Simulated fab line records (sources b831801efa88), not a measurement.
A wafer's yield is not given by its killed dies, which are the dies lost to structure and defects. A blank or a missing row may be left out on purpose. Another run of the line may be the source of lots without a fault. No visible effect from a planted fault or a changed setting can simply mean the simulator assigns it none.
A sampling plan put to the test	flow gf180mcu	one fab line, 60 faults that these records tell of, each judged on the records of the lots that it struck
The line's own looks make up the plan; these are the steps of the route where a gauge or inspection reads the wafer and leaves it unchanged. A look is open to judgement when struck wafers have a number at it and the file gives its usual mean and standard deviation on fault-free wafers. Caught: 4 or more of those standard deviations (sigma) separate the usual mean from the mean of the struck wafers at a look after the fault's first step. On the tool: the fault's steps, tested the same way using the tool's own readings. Another recipe on the struck wafers, or a record that is blank for them alone, also counts as caught.

== THE FAULTS, as the simulator had put them in ==
1. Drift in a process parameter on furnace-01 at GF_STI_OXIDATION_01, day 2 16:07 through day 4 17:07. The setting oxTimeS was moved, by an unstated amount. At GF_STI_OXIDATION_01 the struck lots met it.
2. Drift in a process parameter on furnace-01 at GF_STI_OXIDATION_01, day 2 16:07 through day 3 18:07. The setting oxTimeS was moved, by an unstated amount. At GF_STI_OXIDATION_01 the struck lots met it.
3. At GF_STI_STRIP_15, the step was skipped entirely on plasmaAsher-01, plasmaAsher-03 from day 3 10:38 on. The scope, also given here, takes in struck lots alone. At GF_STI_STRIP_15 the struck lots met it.
4. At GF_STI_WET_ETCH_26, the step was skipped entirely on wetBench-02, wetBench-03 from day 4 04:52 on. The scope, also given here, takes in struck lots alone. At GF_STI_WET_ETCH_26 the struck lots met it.
5. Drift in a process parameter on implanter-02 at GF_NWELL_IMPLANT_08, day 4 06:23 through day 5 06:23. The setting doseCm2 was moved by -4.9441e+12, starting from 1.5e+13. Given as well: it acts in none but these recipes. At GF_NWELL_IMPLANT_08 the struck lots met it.
6. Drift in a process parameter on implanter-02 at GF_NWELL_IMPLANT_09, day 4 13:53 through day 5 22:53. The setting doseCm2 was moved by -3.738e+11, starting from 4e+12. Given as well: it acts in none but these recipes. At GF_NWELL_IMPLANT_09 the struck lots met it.
7. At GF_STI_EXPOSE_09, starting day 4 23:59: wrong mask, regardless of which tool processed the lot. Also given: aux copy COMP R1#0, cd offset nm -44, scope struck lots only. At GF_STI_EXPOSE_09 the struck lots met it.
8. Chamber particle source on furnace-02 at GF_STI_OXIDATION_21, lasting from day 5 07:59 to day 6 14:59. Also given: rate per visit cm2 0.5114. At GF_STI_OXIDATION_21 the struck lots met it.
9. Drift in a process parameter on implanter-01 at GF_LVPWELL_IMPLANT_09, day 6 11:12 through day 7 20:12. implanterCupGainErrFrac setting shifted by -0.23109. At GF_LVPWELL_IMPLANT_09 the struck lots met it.
10. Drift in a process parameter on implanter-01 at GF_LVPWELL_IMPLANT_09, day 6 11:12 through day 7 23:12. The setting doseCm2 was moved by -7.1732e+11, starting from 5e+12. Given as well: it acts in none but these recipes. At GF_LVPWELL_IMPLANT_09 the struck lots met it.
11. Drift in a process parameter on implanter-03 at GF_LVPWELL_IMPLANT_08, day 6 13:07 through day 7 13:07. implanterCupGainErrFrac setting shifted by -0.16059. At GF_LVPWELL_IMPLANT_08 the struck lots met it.
12. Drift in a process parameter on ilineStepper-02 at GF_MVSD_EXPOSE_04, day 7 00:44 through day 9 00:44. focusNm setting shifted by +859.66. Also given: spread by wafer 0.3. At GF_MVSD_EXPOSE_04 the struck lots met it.
13. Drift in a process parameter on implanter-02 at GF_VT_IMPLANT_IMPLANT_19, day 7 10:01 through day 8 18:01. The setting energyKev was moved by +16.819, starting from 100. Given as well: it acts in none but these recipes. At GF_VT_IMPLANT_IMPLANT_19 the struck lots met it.
14. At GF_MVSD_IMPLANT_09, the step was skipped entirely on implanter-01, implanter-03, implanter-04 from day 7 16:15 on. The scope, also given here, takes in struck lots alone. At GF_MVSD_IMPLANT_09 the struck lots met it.
15. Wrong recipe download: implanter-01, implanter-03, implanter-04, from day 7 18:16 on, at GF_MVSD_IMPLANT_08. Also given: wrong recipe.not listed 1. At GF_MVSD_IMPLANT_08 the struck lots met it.
16. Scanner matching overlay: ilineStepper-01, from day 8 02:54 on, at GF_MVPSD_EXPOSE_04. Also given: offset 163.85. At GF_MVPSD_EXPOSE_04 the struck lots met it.
17. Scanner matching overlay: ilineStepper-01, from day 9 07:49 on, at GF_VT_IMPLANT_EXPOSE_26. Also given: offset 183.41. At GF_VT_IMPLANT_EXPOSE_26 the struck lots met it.
18. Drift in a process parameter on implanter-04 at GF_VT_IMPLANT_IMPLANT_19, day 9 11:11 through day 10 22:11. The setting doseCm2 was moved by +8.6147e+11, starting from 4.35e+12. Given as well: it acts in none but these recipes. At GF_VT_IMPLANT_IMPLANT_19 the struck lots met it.
19. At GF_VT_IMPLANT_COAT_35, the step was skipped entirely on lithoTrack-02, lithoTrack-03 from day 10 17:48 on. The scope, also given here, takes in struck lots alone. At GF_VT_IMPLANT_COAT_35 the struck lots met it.
20. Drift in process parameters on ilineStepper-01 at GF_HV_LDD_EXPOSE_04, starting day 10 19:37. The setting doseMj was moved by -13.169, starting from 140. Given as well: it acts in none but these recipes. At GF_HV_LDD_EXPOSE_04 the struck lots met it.
21. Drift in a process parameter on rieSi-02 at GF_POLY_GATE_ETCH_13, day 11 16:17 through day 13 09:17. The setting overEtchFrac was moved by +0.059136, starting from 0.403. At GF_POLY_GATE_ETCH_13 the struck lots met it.
22. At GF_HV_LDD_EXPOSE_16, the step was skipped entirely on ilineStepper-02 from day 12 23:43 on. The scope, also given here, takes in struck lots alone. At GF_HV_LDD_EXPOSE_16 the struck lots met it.
23. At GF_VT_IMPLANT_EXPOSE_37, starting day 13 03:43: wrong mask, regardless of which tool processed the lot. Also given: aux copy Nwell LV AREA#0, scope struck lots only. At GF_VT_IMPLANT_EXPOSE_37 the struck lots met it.
24. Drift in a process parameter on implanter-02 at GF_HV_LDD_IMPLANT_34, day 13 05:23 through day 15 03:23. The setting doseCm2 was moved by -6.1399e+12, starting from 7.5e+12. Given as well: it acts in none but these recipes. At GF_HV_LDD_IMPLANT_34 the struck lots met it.
25. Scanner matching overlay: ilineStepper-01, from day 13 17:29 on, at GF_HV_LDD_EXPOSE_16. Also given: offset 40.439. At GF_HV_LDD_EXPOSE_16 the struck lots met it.
26. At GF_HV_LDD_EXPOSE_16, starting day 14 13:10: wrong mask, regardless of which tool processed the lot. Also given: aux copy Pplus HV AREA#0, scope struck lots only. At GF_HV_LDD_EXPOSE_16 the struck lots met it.
27. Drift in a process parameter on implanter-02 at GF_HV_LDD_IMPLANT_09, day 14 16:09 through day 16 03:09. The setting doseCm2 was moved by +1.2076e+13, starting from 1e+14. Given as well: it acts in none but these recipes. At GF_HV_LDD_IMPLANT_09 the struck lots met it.
28. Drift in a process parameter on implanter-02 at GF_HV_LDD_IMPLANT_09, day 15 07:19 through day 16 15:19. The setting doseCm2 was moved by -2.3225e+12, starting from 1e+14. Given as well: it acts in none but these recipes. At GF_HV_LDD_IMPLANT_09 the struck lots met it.
29. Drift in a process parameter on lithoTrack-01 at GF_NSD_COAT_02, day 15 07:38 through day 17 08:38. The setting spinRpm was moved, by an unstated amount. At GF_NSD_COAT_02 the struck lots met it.
30. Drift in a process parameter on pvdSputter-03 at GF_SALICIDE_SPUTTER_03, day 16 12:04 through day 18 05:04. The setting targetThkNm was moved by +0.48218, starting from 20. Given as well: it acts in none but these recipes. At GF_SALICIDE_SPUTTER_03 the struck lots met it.
31. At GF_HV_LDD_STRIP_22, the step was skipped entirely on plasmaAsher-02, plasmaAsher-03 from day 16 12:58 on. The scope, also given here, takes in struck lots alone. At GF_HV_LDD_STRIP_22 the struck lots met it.
32. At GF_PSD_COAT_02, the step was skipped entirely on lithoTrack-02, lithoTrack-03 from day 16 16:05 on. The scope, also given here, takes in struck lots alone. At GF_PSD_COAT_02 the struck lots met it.
33. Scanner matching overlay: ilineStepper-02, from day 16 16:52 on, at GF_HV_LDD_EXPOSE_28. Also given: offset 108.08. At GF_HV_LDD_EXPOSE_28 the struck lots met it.
34. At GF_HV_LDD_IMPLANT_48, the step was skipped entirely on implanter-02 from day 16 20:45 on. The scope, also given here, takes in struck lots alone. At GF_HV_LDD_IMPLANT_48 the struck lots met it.
35. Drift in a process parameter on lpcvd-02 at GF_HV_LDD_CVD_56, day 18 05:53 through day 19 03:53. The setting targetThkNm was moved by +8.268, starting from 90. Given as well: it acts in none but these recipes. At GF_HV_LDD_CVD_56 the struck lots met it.
36. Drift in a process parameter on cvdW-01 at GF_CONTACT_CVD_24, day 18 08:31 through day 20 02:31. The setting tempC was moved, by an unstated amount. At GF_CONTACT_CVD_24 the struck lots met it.
37. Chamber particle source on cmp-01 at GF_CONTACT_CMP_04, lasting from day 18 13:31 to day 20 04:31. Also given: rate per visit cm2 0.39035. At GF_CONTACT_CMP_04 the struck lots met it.
38. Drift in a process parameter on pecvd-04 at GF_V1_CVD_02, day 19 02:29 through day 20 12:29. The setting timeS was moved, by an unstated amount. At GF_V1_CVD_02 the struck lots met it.
39. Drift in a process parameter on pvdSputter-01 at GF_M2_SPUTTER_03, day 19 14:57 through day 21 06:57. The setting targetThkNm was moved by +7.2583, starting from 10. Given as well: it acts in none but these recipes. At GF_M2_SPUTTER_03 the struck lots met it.
40. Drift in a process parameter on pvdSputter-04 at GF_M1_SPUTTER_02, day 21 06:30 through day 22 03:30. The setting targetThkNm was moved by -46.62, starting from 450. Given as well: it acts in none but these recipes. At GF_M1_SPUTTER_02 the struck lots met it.
41. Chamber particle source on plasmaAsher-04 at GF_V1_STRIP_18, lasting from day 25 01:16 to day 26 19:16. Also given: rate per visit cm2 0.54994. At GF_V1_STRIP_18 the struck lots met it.
42. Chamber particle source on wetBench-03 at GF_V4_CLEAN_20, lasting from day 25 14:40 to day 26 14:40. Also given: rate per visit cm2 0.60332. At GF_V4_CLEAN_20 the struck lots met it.
43. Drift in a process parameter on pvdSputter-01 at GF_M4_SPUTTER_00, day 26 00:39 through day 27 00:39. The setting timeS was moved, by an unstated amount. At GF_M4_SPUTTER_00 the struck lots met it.
44. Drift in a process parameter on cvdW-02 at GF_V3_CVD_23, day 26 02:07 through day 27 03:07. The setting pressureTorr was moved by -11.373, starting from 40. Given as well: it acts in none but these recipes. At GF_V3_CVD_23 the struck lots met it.
45. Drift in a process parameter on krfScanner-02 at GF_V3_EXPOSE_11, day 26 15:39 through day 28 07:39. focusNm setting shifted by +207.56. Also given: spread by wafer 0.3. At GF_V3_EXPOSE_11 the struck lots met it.
46. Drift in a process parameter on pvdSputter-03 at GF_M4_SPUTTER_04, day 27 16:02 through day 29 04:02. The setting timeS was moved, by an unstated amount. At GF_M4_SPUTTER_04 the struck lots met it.
47. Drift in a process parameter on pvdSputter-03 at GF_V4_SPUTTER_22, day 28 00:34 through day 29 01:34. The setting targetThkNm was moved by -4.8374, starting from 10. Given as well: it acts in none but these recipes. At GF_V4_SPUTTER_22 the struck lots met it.
48. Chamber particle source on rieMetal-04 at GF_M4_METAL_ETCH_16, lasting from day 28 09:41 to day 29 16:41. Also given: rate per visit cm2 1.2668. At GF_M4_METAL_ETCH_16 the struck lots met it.
49. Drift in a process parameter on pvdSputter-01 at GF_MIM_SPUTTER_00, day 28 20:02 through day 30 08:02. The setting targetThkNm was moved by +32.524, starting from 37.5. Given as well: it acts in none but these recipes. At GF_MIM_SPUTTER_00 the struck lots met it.
50. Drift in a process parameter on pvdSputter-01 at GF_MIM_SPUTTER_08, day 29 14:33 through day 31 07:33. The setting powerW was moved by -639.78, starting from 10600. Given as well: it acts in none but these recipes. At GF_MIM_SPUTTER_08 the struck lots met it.
51. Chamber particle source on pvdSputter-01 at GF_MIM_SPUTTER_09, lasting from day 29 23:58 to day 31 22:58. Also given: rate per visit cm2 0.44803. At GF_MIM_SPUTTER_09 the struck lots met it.
52. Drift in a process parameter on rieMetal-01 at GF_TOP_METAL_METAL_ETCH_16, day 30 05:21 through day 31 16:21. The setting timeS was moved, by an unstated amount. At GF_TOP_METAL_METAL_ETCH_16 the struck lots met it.
53. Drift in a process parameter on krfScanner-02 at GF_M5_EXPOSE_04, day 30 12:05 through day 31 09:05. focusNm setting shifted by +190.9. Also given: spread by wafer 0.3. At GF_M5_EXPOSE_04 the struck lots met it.
54. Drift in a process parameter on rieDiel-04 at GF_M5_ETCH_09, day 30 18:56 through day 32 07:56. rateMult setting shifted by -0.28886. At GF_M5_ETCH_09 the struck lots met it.
55. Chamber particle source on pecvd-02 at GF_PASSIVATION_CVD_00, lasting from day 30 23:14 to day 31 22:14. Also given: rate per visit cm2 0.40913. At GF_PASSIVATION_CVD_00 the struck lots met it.
56. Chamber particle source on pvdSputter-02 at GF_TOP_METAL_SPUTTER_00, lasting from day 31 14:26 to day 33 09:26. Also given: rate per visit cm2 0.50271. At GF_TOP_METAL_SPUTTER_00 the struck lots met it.
57. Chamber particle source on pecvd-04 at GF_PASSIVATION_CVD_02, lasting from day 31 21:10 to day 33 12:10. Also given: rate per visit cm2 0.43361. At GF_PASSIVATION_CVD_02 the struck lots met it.
58. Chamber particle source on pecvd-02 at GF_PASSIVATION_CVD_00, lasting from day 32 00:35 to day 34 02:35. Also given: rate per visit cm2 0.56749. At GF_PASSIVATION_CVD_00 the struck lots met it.
59. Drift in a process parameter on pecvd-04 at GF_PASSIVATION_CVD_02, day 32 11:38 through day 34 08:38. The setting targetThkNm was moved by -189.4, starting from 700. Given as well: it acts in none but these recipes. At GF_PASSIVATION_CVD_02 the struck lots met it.
60. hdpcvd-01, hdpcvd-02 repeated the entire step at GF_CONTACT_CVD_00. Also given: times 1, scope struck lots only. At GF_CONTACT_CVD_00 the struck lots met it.

== WHAT THE PLAN SAW ==
fault	on the tool itself	first look that catches it	reading, sigma	median hours from its first step to that look	hours from the fault's start to the first struck lot there	judged looks passed uncaught
1	under 2 sigma	GF_STI_THK_MEAS_02	STI_OXIDATION_THK +14	1.4	6	0
2	under 2 sigma	GF_STI_THK_MEAS_02	STI_OXIDATION_THK +14	1.4	6	0
3	the tool's record is blank for the struck wafers	no look after it can be judged	-	-	-	0
4	no reading that can be judged	none of the 4 looks that can be judged after it	-	-	-	4
5	doseIonsCm2 -99 or beyond sigma	GF_NWELL_TW_MEAS_11	NWELL_TW -7.1	0.4	3	0
6	doseIonsCm2 -91 sigma	GF_VT_IMPLANT_RS_MEAS_47	NWELL_RS +5.8	110.7	113	0
7	under 2 sigma	GF_STI_CD_MEAS_12	cdNm -36	7.7	12	0
8	under 2 sigma	none of the 3 looks that can be judged after it	-	-	-	3
9	beamOnS +15 sigma	GF_VT_IMPLANT_RS_MEAS_48	LVPWELL_RS -18	104.4	117	0
10	doseIonsCm2 -99 or beyond sigma	GF_VT_IMPLANT_RS_MEAS_48	LVPWELL_RS +10	104.4	117	0
11	beamOnS +8.3 sigma	GF_VT_IMPLANT_RS_MEAS_48	LVPWELL_RS -31	103.7	107	2
12	no reading that can be judged	none of the 5 looks that can be judged after it	-	-	-	5
13	beamEnergyKeV +99 or beyond sigma	GF_VT_IMPLANT_TW_MEAS_21	VT_IMPLANT_2_TW +12	0.2	12	0
14	the tool's record is blank for the struck wafers	GF_MVSD_TW_MEAS_11	MVSD_TW -4.5	0.2	0	0
15	under 2 sigma	GF_MVSD_TW_MEAS_11	MVSD_TW +49	0.4	2	0
16	under 2 sigma	GF_MVPSD_OVL_MEAS_07	MVPSD_OVL +99 or beyond	8.1	10	0
17	no reading that can be judged	GF_VT_IMPLANT_OVL_MEAS_29	VT_IMPLANT_02_OVL +99 or beyond	8.7	22	0
18	doseIonsCm2 +99 or beyond sigma	GF_VT_IMPLANT_TW_MEAS_21	VT_IMPLANT_2_TW +15	0.2	9	0
19	the tool's record is blank for the struck wafers	no look after it can be judged	-	-	-	0
20	exposureDoseMJCm2 -84 sigma	GF_HV_LDD_CD_MEAS_07	cdNm -9.9	9.1	12	0
21	only faintly: oesProductAu -2.5 sigma	no look after it can be judged	-	-	-	0
22	no reading that can be judged	no look after it can be judged	-	-	-	0
23	no reading that can be judged	GF_VT_IMPLANT_TW_MEAS_43	VT_IMPLANT_4_TW -99 or beyond	10.1	14	0
24	doseIonsCm2 -99 or beyond sigma	GF_HV_LDD_TW_MEAS_38	HV_LDD_3_TW -9.7	0.5	8	0
25	no reading that can be judged	GF_HV_LDD_OVL_MEAS_20	HV_LDD_01_OVL +30	10.7	31	0
26	no reading that can be judged	GF_HV_LDD_TW_MEAS_23	HV_LDD_2_TW -92	11.2	12	0
27	doseIonsCm2 +99 or beyond sigma	GF_HV_LDD_RS_MEAS_53	HV_LDD_RS -22	67.7	75	1
28	doseIonsCm2 -24 sigma	GF_HV_LDD_RS_MEAS_53	HV_LDD_RS +6.0	69.5	75	1
29	spinSpeedRpm -63 sigma	none of the 2 looks that can be judged after it	-	-	-	2
30	under 2 sigma	not the one look that can be judged after it	-	-	-	1
31	the tool's record is blank for the struck wafers	GF_HV_LDD_TW_MEAS_38	HV_LDD_3_TW -99 or beyond	23.3	23	0
32	the tool's record is blank for the struck wafers	not the one look that can be judged after it	-	-	-	1
33	no reading that can be judged	GF_HV_LDD_OVL_MEAS_32	HV_LDD_02_OVL +83	11.1	18	0
34	the tool's record is blank for the struck wafers	GF_HV_LDD_TW_MEAS_50	HV_LDD_4_TW -99 or beyond	0.2	1	0
35	no reading that can be judged	GF_HV_LDD_THK_MEAS_57	HV_LDD_CVD_56_THK +9.0	1.4	7	0
36	susceptorTempC -33 sigma	GF_CONTACT_RS_MEAS_25	CONTACT_W_RS +9.5	0.1	17	0
37	under 2 sigma	none of the 2 looks that can be judged after it	-	-	-	2
38	runLengthS -47 sigma	GF_V1_THK_MEAS_03	V1_CVD_02_THK -20	0.1	10	0
39	under 2 sigma	no look after it can be judged	-	-	-	0
40	under 2 sigma	GF_M1_RS_MEAS_05	M1_ALCU_RS +8.7	0.1	1	0
41	under 2 sigma	no look after it can be judged	-	-	-	0
42	no reading that can be judged	not the one look that can be judged after it	-	-	-	1
43	under 2 sigma	no look after it can be judged	-	-	-	0
44	chamberPressureTorr -99 or beyond sigma	GF_V3_RS_MEAS_24	V3_W_RS +10	0.1	16	0
45	no reading that can be judged	none of the 2 looks that can be judged after it	strongest: cdNm at GF_V3_CD_MEAS_14, +2.2	-	-	2
46	under 2 sigma	none of the 7 looks that can be judged after it	-	-	-	7
47	under 2 sigma	no look after it can be judged	-	-	-	0
48	under 2 sigma	not the one look that can be judged after it	-	-	-	1
49	under 2 sigma	no look after it can be judged	-	-	-	0
50	cathodeDcPowerW -99 or beyond sigma	GF_MIM_RS_MEAS_10	MIM_ALCU_RS +4.2	0.1	1	0
51	under 2 sigma	no look after it can be judged	-	-	-	0
52	runLengthS -65 sigma	no look after it can be judged	-	-	-	0
53	exposureDoseMJCm2 -5.9 sigma	GF_M5_CD_MEAS_07	cdNm -9.3	9.0	26	0
54	oesProductAu -12 sigma	no look after it can be judged	-	-	-	0
55	under 2 sigma	no look after it can be judged	-	-	-	0
56	under 2 sigma	none of the 6 looks that can be judged after it	-	-	-	6
57	under 2 sigma	no look after it can be judged	-	-	-	0
58	under 2 sigma	no look after it can be judged	-	-	-	0
59	under 2 sigma	GF_PASSIVATION_THK_MEAS_03	PASSIVATION_CVD_02_THK -19	0.3	6	0
60	no reading that can be judged	GF_CONTACT_THK_MEAS_01	CONTACT_CVD_00_THK +99 or beyond	0.3	-	0
A dash: the fault isn't caught, or these records don't give the number.

Caught at a look: 33 of 60. Caught on the tool: 25 of 60. By one or the other: 39 of 60.
Caught on the tool alone: faults 3, 19, 29, 32, 52, 54.
Caught at a look alone: faults 1, 2, 7, 15, 16, 17, 23, 25, 26, 33, 35, 40, 59, 60.
Caught by neither: faults 4, 8, 12, 21, 22, 30, 37, 39, 41, 42, 43, 45, 46, 47, 48, 49, 51, 55, 56, 57, 58.

== THINNER SAMPLING ==
Were the look that catches a fault to measure just every second or every third lot (counted by lot number), the first struck lot would, at worst, be measured this late:
fault	struck lots at that look, in order of time	every lot	every second lot	every third lot
1	L141, L143	6 h	may miss all 2	may miss all 2
2	L757, L759	6 h	may miss all 2	may miss all 2
5	L152, L153	3 h	13 h	may miss all 2
6	L962, L964	113 h	may miss all 2	may miss all 2
7	L783	12 h	may miss it	may miss it
9	L804, L805	117 h	122 h	may miss all 2
10	L249, L250	117 h	122 h	may miss all 2
11	L606, L607	107 h	114 h	may miss all 2
13	L701, L703	12 h	may miss all 2	may miss all 2
14	L140, L141, L142	0 h	4 h	5 h
15	L803, L804	2 h	3 h	may miss all 2
16	L870, L871	10 h	21 h	may miss all 2
17	L964, L965	22 h	29 h	may miss all 2
18	L938, L939	9 h	13 h	may miss all 2
20	L559, L560	12 h	26 h	may miss all 2
23	L172	14 h	may miss it	may miss it
24	L747, L750	8 h	45 h	may miss all 2
25	L810, L812	31 h	may miss all 2	may miss all 2
26	L181	12 h	may miss it	may miss it
27	L575, L578	75 h	91 h	may miss all 2
28	L723, L726	75 h	97 h	may miss all 2
31	L271, L273, L274	23 h	35 h	may miss all 3
33	L136, L135	18 h	18 h	may miss all 2
34	L837, L840	1 h	3 h	may miss all 2
35	L500, L501	7 h	15 h	may miss all 2
36	L386, L387	17 h	24 h	may miss all 2
38	L701, L702	10 h	25 h	may miss all 2
40	L216, L218	1 h	may miss all 2	may miss all 2
44	L807, L808	16 h	21 h	may miss all 2
50	L703, L706	1 h	18 h	may miss all 2
53	L170	26 h	may miss it	may miss it
59	L492, L493	6 h	7 h	may miss all 2
Hours: fault start to first struck lot measured. 4 sigma limit: tested on the pooled struck wafers, so a lone lot may be under it. Other struck lots may not be in these records.

== THE LONGEST TIMED WAY FROM STEP TO LOOK ==
Fault 6: a median of 110.7 hours passes between GF_NWELL_IMPLANT_09 and GF_VT_IMPLANT_RS_MEAS_47. No look between them can be judged.
